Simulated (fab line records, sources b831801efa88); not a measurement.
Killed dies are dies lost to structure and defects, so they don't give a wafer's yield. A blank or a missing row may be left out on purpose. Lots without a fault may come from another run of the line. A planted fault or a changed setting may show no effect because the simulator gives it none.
fab line records | flow gf180mcu
record lots=24 wafers=72 last_day=34
route steps=602 shown SAB@273 V1@357 M2@377 V3@453
lots that met no fault: from a run of the same line without faults
start_h: hours from the record's first day to the start of the lot's first wafer shown | wait_h: hours since the lot's step before | " the same as in the row above | L1.1+2: a row that stands for several wafers | - no value, or no start given | * or withheld: withheld | < > ~ a bound
route shown NAME@n: a module of which the file shows steps, and the number in the route of the first | usual: mean/standard deviation of fault-free wafers | same: alike in all rows | chamber/n: place in a boat | sites: the reading at each site | _std_site: their standard deviation | _edge_site: outer sites' mean less inner sites' | radius_mm: how far each site lies from the wafer's centre | mask NAME#n: copy n | behind: the tool/chamber that last shaped the wafer | hold: why the lot was held/for how many hours/how that ended | device: the transistor (n, p or np) that didn't switch | end of line: the same wafers' tests at the end of the route | a step without rows: its recipe alone | killed: dies lost to structure and defects at the first sort, not the wafer's yield | map: a wafer's dies, x killed, . not, _ none there
set.NAME: the setting as run; set.NAME@STEP: as run at that earlier step | model.NAME: the simulator's own value behind a step, which no gauge read
steps of the route over a sample of lots; a table a step, a row a wafer
services: from which hour (start_h, from the record's first day; less than 0 if before it) a tool's chamber was out of use, for how many hours, and why
## steps
# step GF_SAB_CD_MEAS_09
# recipe target_cd_nm=420
# usual cd_nm=420.2/2.2
# columns lot.wafer tool chamber start_h wait_h cd_nm
L074.3 cd_sem-01 - 344.90 0.1 420.4
L074.5 " - " " 418.7
L074.6 " - " " 420.2
L075.1 cd_sem-01 - 348.40 0.1 422.1
L075.2 " - " " 420.4
L075.5 " - " " 418.7
L076.1 cd_sem-01 - 359.65 0.1 421.2
L076.2 " - " " 419.8
L076.5 " - " " 420.1
L077.1 cd_sem-01 - 364.15 0.1 418.0
L077.3 " - " " 418.3
L077.5 " - " " 417.7
L078.2 cd_sem-02 - 372.24 0.1 421.0
L078.3 " - " " 418.6
L078.5 " - " " 420.4
L079.1 cd_sem-02 - 381.90 0.1 418.4
L079.3 " - " " 420.3
L079.6 " - " " 421.1
L080.2 cd_sem-01 - 390.04 0.1 422.9
L080.5 " - " " 422.6
L080.6 " - " " 423.0
L081.2 cd_sem-01 - 404.49 0.1 418.3
L081.4 " - " " 418.5
L081.6 " - " " 417.5
L082.1 cd_sem-02 - 414.67 0.1 419.3
L082.3 " - " " 419.8
L082.6 " - " " 416.9
L083.2 cd_sem-02 - 421.22 0.1 420.3
L083.3 " - " " 419.6
L083.6 " - " " 422.1
L084.4 cd_sem-02 - 426.37 0.1 423.7
L084.5 " - " " 425.0
L084.6 " - " " 423.5
L085.1 cd_sem-01 - 437.55 0.1 424.2
L085.3 " - " " 424.4
L085.4 " - " " 424.0
L086.1 cd_sem-01 - 447.35 0.1 419.0
L086.2 " - " " 417.6
L086.3 " - " " 417.9
L087.1 cd_sem-02 - 450.50 0.1 419.8
L087.3 " - " " 418.6
L087.6 " - " " 421.6
L088.4 cd_sem-01 - 466.28 0.1 418.6
L088.5 " - " " 419.6
L088.6 " - " " 420.0
L089.3 cd_sem-01 - 472.81 0.1 419.1
L089.4 " - " " 417.5
L089.6 " - " " 418.4
L090.2 cd_sem-02 - 485.07 0.1 420.0
L090.3 " - " " 420.0
L090.6 " - " " 419.2
L091.3 cd_sem-02 - 487.29 0.1 418.3
L091.5 " - " " 418.7
L091.6 " - " " 418.4
L092.3 cd_sem-01 - 495.49 0.1 419.7
L092.4 " - " " 420.9
L092.6 " - " " 420.4
L093.1 cd_sem-01 - 500.77 0.1 424.0
L093.5 " - " " 425.1
L093.6 " - " " 424.6
L094.1 cd_sem-02 - 511.60 0.1 418.7
L094.2 " - " " 418.3
L094.4 " - " " 418.8
L095.1 cd_sem-02 - 517.95 0.1 424.0
L095.4 " - " " 422.3
L095.5 " - " " 423.5
L096.2 cd_sem-02 - 527.02 0.1 418.4
L096.4 " - " " 419.9
L096.5 " - " " 421.0
L097.1 cd_sem-02 - 532.07 0.1 417.3
L097.2 " - " " 419.3
L097.3 " - " " 419.2
# step GF_V1_SPUTTER_22
# recipe material=TiN target_thk_nm=10 chamber_pressure_pa=5 power_w=4000 time_s=40
# usual throttle_valve_pct=29.5/0.95
# columns lot.wafer tool chamber start_h wait_h throttle_valve_pct
L074.3 pvd_sputter-04 - 418.03 0.0 28.4
L074.5 " - " " 28.3
L074.6 " - " " 29.6
L075.1 pvd_sputter-03 - 421.81 0.0 30.1
L075.2 " - " " 30.9
L075.5 " - " " 30.3
L076.1 pvd_sputter-03 - 434.63 0.0 31.0
L076.2 " - " " 30.0
L076.5 " - " " 28.8
L077.1 pvd_sputter-02 - 439.58 0.0 29.4
L077.3 " - " " 29.1
L077.5 " - " " 29.3
L078.2 pvd_sputter-02 - 447.89 0.0 29.8
L078.3 " - " " 29.5
L078.5 " - " " 29.5
L079.1 pvd_sputter-03 - 458.29 0.0 29.9
L079.3 " - " " 30.9
L079.6 " - " " 30.1
L080.2 pvd_sputter-02 - 467.45 0.0 31.7
L080.5 " - " " 31.4
L080.6 " - " " 29.1
L081.2 pvd_sputter-04 - 481.64 0.0 28.1
L081.4 " - " " 30.1
L081.6 " - " " 28.2
L082.1 pvd_sputter-03 - 493.13 0.0 28.7
L082.3 " - " " 30.8
L082.6 " - " " 29.6
L083.2 pvd_sputter-03 - 498.41 0.0 30.3
L083.3 " - " " 29.7
L083.6 " - " " 28.8
L084.4 pvd_sputter-02 - 504.53 0.0 29.4
L084.5 " - " " 29.5
L084.6 " - " " 29.4
L085.1 pvd_sputter-02 - 515.81 0.0 29.5
L085.3 " - " " 31.8
L085.4 " - " " 29.8
L086.1 pvd_sputter-04 - 524.65 0.0 28.7
L086.2 " - " " 29.8
L086.3 " - " " 28.7
L087.1 pvd_sputter-02 - 529.00 0.0 29.3
L087.3 " - " " 29.4
L087.6 " - " " 29.6
L088.4 pvd_sputter-03 - 542.30 0.0 28.5
L088.5 " - " " 30.1
L088.6 " - " " 29.9
L089.3 pvd_sputter-04 - 549.26 0.0 29.8
L089.4 " - " " 28.9
L089.6 " - " " 27.9
L090.2 pvd_sputter-04 - 558.91 0.0 29.0
L090.3 " - " " 28.1
L090.6 " - " " 28.4
L091.3 pvd_sputter-04 - 562.98 0.0 28.2
L091.5 " - " " 29.8
L091.6 " - " " 28.2
L092.3 pvd_sputter-04 - 569.34 0.0 28.3
L092.4 " - " " 30.0
L092.6 " - " " 28.9
L093.1 pvd_sputter-03 - 574.38 0.0 30.8
L093.5 " - " " 30.2
L093.6 " - " " 28.7
L094.1 pvd_sputter-04 - 584.03 0.0 28.1
L094.2 " - " " 29.7
L094.4 " - " " 28.5
L095.1 pvd_sputter-04 - 589.50 0.0 28.0
L095.4 " - " " 28.9
L095.5 " - " " 28.7
L096.2 pvd_sputter-03 - 599.19 0.0 30.2
L096.4 " - " " 31.1
L096.5 " - " " 28.7
L097.1 pvd_sputter-03 - 603.92 0.0 30.9
L097.2 " - " " 29.8
L097.3 " - " " 30.4
# step GF_M2_OVL_MEAS_15
# usual M2_OVL=-1/5.6
# columns lot.wafer tool chamber start_h wait_h M2_OVL[nm]
L074.3 overlay-02 - 443.20 0.1 0
L074.5 " - " " 2
L074.6 " - " " 4
L075.1 overlay-01 - 447.02 0.1 -6
L075.2 " - " " 6
L075.5 " - " " -8
L076.1 overlay-02 - 460.02 0.1 -3
L076.2 " - " " -12
L076.5 " - " " 0
L077.1 overlay-01 - 465.32 0.1 4
L077.3 " - " " 9
L077.5 " - " " 4
L078.2 overlay-02 - 472.88 0.1 -7
L078.3 " - " " -3
L078.5 " - " " -3
L079.1 overlay-01 - 483.57 0.1 8
L079.3 " - " " 6
L079.6 " - " " 0
L080.2 overlay-01 - 493.30 0.1 3
L080.5 " - " " -1
L080.6 " - " " -3
L081.2 overlay-01 - 506.40 0.1 6
L081.4 " - " " 0
L081.6 " - " " 1
L082.1 overlay-02 - 517.89 0.1 7
L082.3 " - " " 1
L082.6 " - " " -5
L083.2 overlay-02 - 521.95 0.1 -10
L083.3 " - " " -3
L083.6 " - " " -3
L084.4 overlay-02 - 529.04 0.1 0
L084.5 " - " " 3
L084.6 " - " " 3
L085.1 overlay-01 - 540.09 0.1 -3
L085.3 " - " " -3
L085.4 " - " " -5
L086.1 overlay-02 - 548.84 0.1 -2
L086.2 " - " " -3
L086.3 " - " " -8
L087.1 overlay-02 - 552.82 0.1 -3
L087.3 " - " " -6
L087.6 " - " " -3
L088.4 overlay-02 - 565.56 0.1 -8
L088.5 " - " " 3
L088.6 " - " " -4
L089.3 overlay-02 - 572.64 0.1 -6
L089.4 " - " " -8
L089.6 " - " " -10
L090.2 overlay-01 - 581.63 0.1 -9
L090.3 " - " " 2
L090.6 " - " " -4
L091.3 overlay-01 - 584.38 0.1 9
L091.5 " - " " 11
L091.6 " - " " -8
L092.3 overlay-02 - 592.09 0.1 -5
L092.4 " - " " 5
L092.6 " - " " -2
L093.1 overlay-02 - 596.79 0.1 4
L093.5 " - " " 3
L093.6 " - " " 10
L094.1 overlay-01 - 605.97 0.1 4
L094.2 " - " " 8
L094.4 " - " " 3
L095.1 overlay-01 - 611.27 0.1 0
L095.4 " - " " -1
L095.5 " - " " 1
L096.2 overlay-01 - 620.82 0.1 -13
L096.4 " - " " -12
L096.5 " - " " -7
L097.1 overlay-02 - 625.32 0.1 5
L097.2 " - " " -9
L097.3 " - " " 6
# step GF_M2_STRIP_17
# recipe chemistry=O2/N2 power_w=1400 pressure_mtorr=1500 platen_temp_c=250 o2_flow_sccm=3000 n2_flow_sccm=300 overash_fraction=0.5
# usual drypump_motor_current_A=5.34/0.29 heater_power_w=344/50 n2_flow_sccm=300.0/0.85 o2_flow_sccm=3001/7.9 oes_product_au=0.549/0.0048 strip_time_to_endpoint_s=7.67/0.033
# columns lot.wafer tool chamber start_h wait_h drypump_motor_current_A heater_power_w n2_flow_sccm o2_flow_sccm oes_product_au rf_hours_counter_h strip_time_to_endpoint_s
L074.3 plasma_asher-04 1 443.37 0.1 4.85 324 300.1 3000 0.545 - 7.67
L074.5 " 1 " " 4.85 325 298.2 2997 0.539 - 7.66
L074.6 " 0 " " 5.58 345 300.6 3000 0.550 - 7.66
L075.1 plasma_asher-04 0 447.29 0.2 5.60 339 300.5 3003 0.547 65 7.70
L075.2 " 1 " " 4.83 321 299.8 3006 0.546 65 7.67
L075.5 " 0 " " 5.61 344 301.1 3000 0.546 - 7.67
L076.1 plasma_asher-03 0 460.29 0.2 5.48 434 299.4 2998 0.550 3 7.66
L076.2 " 1 " " 5.61 270 300.2 2979 0.546 3 7.69
L076.5 " 1 " " 5.60 272 299.6 2993 0.544 - 7.69
L077.1 plasma_asher-04 1 465.47 0.1 4.86 323 300.1 2979 0.550 67 7.72
L077.3 " 0 " " 5.58 339 299.1 2991 0.549 - 7.67
L077.5 " 0 " " 5.60 343 299.9 3005 0.551 - 7.69
L078.2 plasma_asher-03 1 473.02 0.1 5.62 272 300.2 3004 0.550 5 7.70
L078.3 " 0 " " 5.46 439 300.8 3004 0.544 - 7.66
L078.5 " 1 " " 5.60 277 300.5 2994 0.546 - 7.64
L079.1 plasma_asher-04 1 483.72 0.1 4.83 310 301.0 3019 0.548 69 7.74
L079.3 " 0 " " 5.59 339 299.7 2996 0.551 - 7.69
L079.6 " 1 " " 4.84 325 300.0 3012 0.553 - 7.72
L080.2 plasma_asher-01 1 493.44 0.1 5.17 360 300.5 3003 0.555 38 7.69
L080.5 " 0 " " 5.39 337 299.5 3003 0.547 - 7.72
L080.6 " 1 " " 5.15 356 299.4 2995 0.559 - 7.70
L081.2 plasma_asher-03 1 506.54 0.1 5.65 267 301.6 3005 0.549 8 7.66
L081.4 " 1 " " 5.65 271 299.4 2994 0.546 - 7.69
L081.6 " 1 " " 5.62 274 300.6 3004 0.558 - 7.69
L082.1 plasma_asher-01 0 518.04 0.1 5.35 336 300.5 2991 0.550 40 7.61
L082.3 " 0 " " 5.37 334 298.8 2996 0.541 - 7.65
L082.6 " 0 " " 5.37 344 299.3 3002 0.551 - 7.64
L083.2 plasma_asher-01 1 522.09 0.1 5.14 363 300.1 2991 0.554 41 7.67
L083.3 " 0 " " 5.38 336 300.9 3002 0.549 - 7.69
L083.6 " 1 " " 5.13 362 299.9 2994 0.550 - 7.67
L084.4 plasma_asher-03 0 529.20 0.1 5.47 443 301.2 2999 0.543 - 7.66
L084.5 " 1 " " 5.65 274 301.4 2985 0.546 - 7.65
L084.6 " 0 " " 5.47 440 300.7 3009 0.554 - 7.68
L085.1 plasma_asher-03 0 540.24 0.1 5.48 447 298.6 2995 0.549 11 7.65
L085.3 " 1 " " 5.65 277 300.8 2989 0.549 - 7.67
L085.4 " 0 " " 5.46 436 300.1 2991 0.554 - 7.73
L086.1 plasma_asher-03 1 548.99 0.1 5.63 272 299.6 2994 0.544 12 7.61
L086.2 " 0 " " 5.45 435 300.3 3013 0.551 12 7.71
L086.3 " 1 " " 5.63 273 299.0 2988 0.548 - 7.66
L087.1 plasma_asher-04 0 552.97 0.1 5.61 342 299.8 2994 0.557 76 7.64
L087.3 " 1 " " 4.85 328 300.4 3010 0.546 - 7.62
L087.6 " 0 " " 5.61 350 299.6 3001 0.544 - 7.65
L088.4 plasma_asher-03 1 565.72 0.1 5.62 275 300.0 3016 0.541 - 7.66
L088.5 " 0 " " 5.50 439 300.2 3005 0.547 - 7.63
L088.6 " 1 " " 5.63 279 299.7 3008 0.553 - 7.59
L089.3 plasma_asher-04 1 572.81 0.1 4.81 323 300.6 3001 0.551 - 7.66
L089.4 " 0 " " 5.58 346 301.3 3010 0.553 - 7.67
L089.6 " 0 " " 5.60 345 299.5 3009 0.549 - 7.65
L090.2 plasma_asher-01 0 581.77 0.1 5.39 340 301.1 2993 0.553 47 7.67
L090.3 " 0 " " 5.39 335 299.0 3005 0.549 - 7.68
L090.6 " 0 " " 5.40 339 299.9 3006 0.548 - 7.62
L091.3 plasma_asher-04 0 584.55 0.1 5.61 337 299.0 2998 0.541 - 7.70
L091.5 " 1 " " 4.88 321 300.3 3006 0.547 - 7.66
L091.6 " 0 " " 5.60 339 300.8 3005 0.544 - 7.64
L092.3 plasma_asher-03 0 592.25 0.1 5.45 432 300.8 2999 0.557 - 7.65
L092.4 " 1 " " 5.63 276 299.5 3016 0.551 - 7.67
L092.6 " 1 " " 5.62 271 299.3 3000 0.548 - 7.69
L093.1 plasma_asher-04 0 596.94 0.1 5.55 338 297.9 2996 0.551 81 7.68
L093.5 " 0 " " 5.58 341 298.7 3001 0.551 - 7.71
L093.6 " 1 " " 4.85 318 298.1 2995 0.554 - 7.69
L094.1 plasma_asher-01 0 606.12 0.1 5.40 340 300.3 2994 0.550 50 7.68
L094.2 " 1 " " 5.14 367 299.8 3005 0.552 50 7.69
L094.4 " 0 " " 5.39 340 300.7 2996 0.542 - 7.67
L095.1 plasma_asher-01 0 611.42 0.1 5.36 337 299.2 3000 0.549 51 7.68
L095.4 " 1 " " 5.13 355 299.1 2992 0.551 - 7.68
L095.5 " 0 " " 5.38 342 300.2 3005 0.541 - 7.72
L096.2 plasma_asher-04 0 620.97 0.1 5.60 339 299.6 3010 0.556 82 7.69
L096.4 " 0 " " 5.61 347 300.0 3000 0.542 - 7.71
L096.5 " 1 " " 4.86 327 300.4 2996 0.545 - 7.70
L097.1 plasma_asher-04 1 625.47 0.1 4.83 322 298.3 3004 0.545 82 7.63
L097.2 " 0 " " 5.59 336 298.7 3007 0.543 82 7.64
L097.3 " 0 " " 5.60 338 299.4 3002 0.548 - 7.64
# step GF_V3_RS_MEAS_24
# recipe thk_meas_gauge=four-point-probe reads=W_of_V3_CVD_23+TiN_of_V3_SPUTTER_22+Ti_of_V3_SPUTTER_21
# usual V3_W_RS=0.3291/0.003
# columns lot.wafer tool chamber start_h wait_h V3_W_RS[ohm/sq]
L074.3 film_metro-02 - 520.09 0.1 0.3262
L074.5 " - " " 0.3307
L074.6 " - " " 0.3353
L075.1 film_metro-02 - 523.27 0.1 0.3278
L075.2 " - " " 0.3349
L075.5 " - " " 0.3318
L076.1 film_metro-04 - 535.28 0.1 0.3322
L076.2 " - " " 0.3279
L076.5 " - " " 0.3274
L077.1 film_metro-04 - 540.94 0.1 0.3295
L077.3 " - " " 0.3299
L077.5 " - " " 0.3251
L078.2 film_metro-01 - 547.63 0.1 0.3249
L078.3 " - " " 0.3271
L078.5 " - " " 0.3288
L079.1 film_metro-01 - 558.39 0.1 0.3296
L079.3 " - " " 0.3265
L079.6 " - " " 0.3281
L080.2 film_metro-04 - 567.94 0.2 0.3272
L080.5 " - " " 0.3272
L080.6 " - " " 0.3296
L081.2 film_metro-01 - 578.50 0.1 0.3313
L081.4 " - " " 0.3356
L081.6 " - " " 0.3356
L082.1 film_metro-01 - 591.73 0.1 0.3293
L082.3 " - " " 0.3292
L082.6 " - " " 0.3328
L083.2 film_metro-04 - 593.53 0.1 0.3280
L083.3 " - " " 0.3267
L083.6 " - " " 0.3290
L084.4 film_metro-02 - 600.48 0.1 0.3273
L084.5 " - " " 0.3300
L084.6 " - " " 0.3283
L085.1 film_metro-01 - 610.25 0.1 0.3296
L085.3 " - " " 0.3269
L085.4 " - " " 0.3256
L086.1 film_metro-04 - 618.64 0.1 0.3281
L086.2 " - " " 0.3321
L086.3 " - " " 0.3243
L087.1 film_metro-02 - 621.01 0.1 0.3310
L087.3 " - " " 0.3310
L087.6 " - " " 0.3344
L088.4 film_metro-02 - 634.33 0.1 0.3286
L088.5 " - " " 0.3338
L088.6 " - " " 0.3282
L089.3 film_metro-04 - 640.18 0.1 0.3276
L089.4 " - " " 0.3282
L089.6 " - " " 0.3289
L090.2 film_metro-04 - 648.73 0.1 0.3260
L090.3 " - " " 0.3276
L090.6 " - " " 0.3240
L091.3 film_metro-01 - 651.07 0.1 0.3281
L091.5 " - " " 0.3266
L091.6 " - " " 0.3338
L092.3 film_metro-02 - 658.15 0.1 0.3274
L092.4 " - " " 0.3247
L092.6 " - " " 0.3233
L093.1 film_metro-04 - 662.85 0.2 0.3276
L093.5 " - " " 0.3304
L093.6 " - " " 0.3275
L094.1 film_metro-04 - 670.90 0.1 0.3284
L094.2 " - " " 0.3282
L094.4 " - " " 0.3296
L095.1 film_metro-04 - 677.42 0.1 0.3313
L095.4 " - " " 0.3272
L095.5 " - " " 0.3253
L096.2 film_metro-01 - 685.65 0.1 0.3347
L096.4 " - " " 0.3308
L096.5 " - " " 0.3314
L097.1 film_metro-02 - 689.33 0.1 0.3297
L097.2 " - " " 0.3265
L097.3 " - " " 0.3348
# step GF_V3_THK_MEAS_25
# recipe thk_meas_gauge=xrf reads=W_of_V3_CVD_23
# usual V3_W_THK=353/4.3
# columns lot.wafer tool chamber start_h wait_h V3_W_THK[nm]
L074.3 film_metro-02 - 520.19 0.1 353
L074.5 " - " " 348
L074.6 " - " " 344
L075.1 film_metro-02 - 523.39 0.1 352
L075.2 " - " " 344
L075.5 " - " " 349
L076.1 film_metro-04 - 535.40 0.1 350
L076.2 " - " " 353
L076.5 " - " " 354
L077.1 film_metro-04 - 541.06 0.1 352
L077.3 " - " " 352
L077.5 " - " " 358
L078.2 film_metro-01 - 547.74 0.1 362
L078.3 " - " " 359
L078.5 " - " " 356
L079.1 film_metro-01 - 558.51 0.1 355
L079.3 " - " " 355
L079.6 " - " " 357
L080.2 film_metro-04 - 568.05 0.1 357
L080.5 " - " " 356
L080.6 " - " " 351
L081.2 film_metro-01 - 578.61 0.1 351
L081.4 " - " " 347
L081.6 " - " " 347
L082.1 film_metro-01 - 591.85 0.1 354
L082.3 " - " " 355
L082.6 " - " " 351
L083.2 film_metro-04 - 593.64 0.1 357
L083.3 " - " " 356
L083.6 " - " " 354
L084.4 film_metro-02 - 600.57 0.1 351
L084.5 " - " " 349
L084.6 " - " " 350
L085.1 film_metro-01 - 610.37 0.1 353
L085.3 " - " " 356
L085.4 " - " " 355
L086.1 film_metro-04 - 618.76 0.1 348
L086.2 " - " " 346
L086.3 " - " " 353
L087.1 film_metro-02 - 621.13 0.1 350
L087.3 " - " " 348
L087.6 " - " " 344
L088.4 film_metro-02 - 634.42 0.1 354
L088.5 " - " " 347
L088.6 " - " " 354
L089.3 film_metro-04 - 640.28 0.1 352
L089.4 " - " " 350
L089.6 " - " " 350
L090.2 film_metro-04 - 648.84 0.1 358
L090.3 " - " " 359
L090.6 " - " " 361
L091.3 film_metro-01 - 651.17 0.1 352
L091.5 " - " " 353
L091.6 " - " " 346
L092.3 film_metro-02 - 658.25 0.1 355
L092.4 " - " " 357
L092.6 " - " " 361
L093.1 film_metro-04 - 662.97 0.1 357
L093.5 " - " " 355
L093.6 " - " " 356
L094.1 film_metro-04 - 671.02 0.1 353
L094.2 " - " " 356
L094.4 " - " " 357
L095.1 film_metro-04 - 677.54 0.1 349
L095.4 " - " " 355
L095.5 " - " " 358
L096.2 film_metro-01 - 685.76 0.1 347
L096.4 " - " " 350
L096.5 " - " " 349
L097.1 film_metro-02 - 689.45 0.1 348
L097.2 " - " " 352
L097.3 " - " " 343
## services
# columns tool chamber start_h hours kind
plasma_asher-03 - 421.31 9.0 pm
plasma_asher-03 0 421.31 9.0 vent_cycle
plasma_asher-03 1 421.31 9.0 vent_cycle
pvd_sputter-04 - 421.75 4.0 repair
plasma_asher-03 0 430.31 - clean
plasma_asher-03 1 430.31 - clean
pvd_sputter-02 - 433.17 1.2 repair
pvd_sputter-03 - 447.84 1.0 repair
plasma_asher-01 - 477.67 0.6 repair
pvd_sputter-03 - 478.07 1.4 repair
plasma_asher-03 - 483.94 2.0 repair
plasma_asher-03 - 500.82 4.3 pm
plasma_asher-01 - 527.28 2.4 repair
pvd_sputter-02 - 540.59 3.0 repair
pvd_sputter-03 - 543.73 5.9 repair
pvd_sputter-02 3 571.67 - consumable_replace:kit
pvd_sputter-02 - 578.17 2.2 repair
pvd_sputter-03 2 581.52 - consumable_replace:kit
pvd_sputter-03 2 581.52 18.0 scheduled_down
pvd_sputter-03 2 581.52 18.0 vent_cycle
plasma_asher-03 - 594.07 14.6 pm
pvd_sputter-02 - 597.46 14.0 repair
plasma_asher-04 - 599.39 15.6 pm
plasma_asher-03 - 618.97 1.0 repair
## key
fault none
